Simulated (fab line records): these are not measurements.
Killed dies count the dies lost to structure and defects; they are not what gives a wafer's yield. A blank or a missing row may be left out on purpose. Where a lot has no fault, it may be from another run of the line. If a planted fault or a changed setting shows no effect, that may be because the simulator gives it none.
Which tool is to blame? -- flow sky130 -- route of 708 steps, sampled at 1 step: 12 lots, 36 wafers

## WHAT THE GAUGES SHOWED, per wafer
SKY_CONTACT_THK_MEAS_03.
lot,measured,on,CONTACT_HDPCVD_THK (nm)
L075,day 30 09:34,film-metro-01,562 555 558
L077,day 31 05:25,film-metro-02,560 549 555
L079,day 31 23:57,film-metro-01,567 560 569
L080,day 32 20:08,film-metro-01,557 558 558
L083,day 33 21:03,film-metro-01,578 566 566
L085,day 34 18:01,film-metro-01,564 565 562
L087,day 34 21:55,film-metro-03,572 566 567
L089,day 35 09:38,film-metro-03,567 563 570
L092,day 36 03:38,film-metro-03,555 562 553
L093,day 36 09:17,film-metro-02,570 562 566
L095,day 36 20:41,film-metro-01,554 554 554
L097,day 37 13:53,film-metro-02,567 564 570

## TOOL THAT RAN EACH LOT (tool first, then ch and the chambers of the sampled wafers, then the start)
The record holds no process step before these readings.

## THE ANSWER, worked out from the rows above alone
Rule: what is usual is taken from the lots themselves. Put in order of their means at a reading, lots are off if they are a third of the lots or fewer, leave a main group of 4 or more, and stand apart from it by a gap of 3 or more times the standard deviation of the main group's means; of several such gaps the widest counts. A main group is skipped when, at the precision printed for the reading in the tables above, its means are all equal. A lot without any number at a reading at which 4 lots or more have one is off too. The other lots that the step has rows for count as sound.
Across all readings shown, no lot is off: no conclusion can be drawn from this.

## WHAT WAS PUT IN BY THE SIMULATOR
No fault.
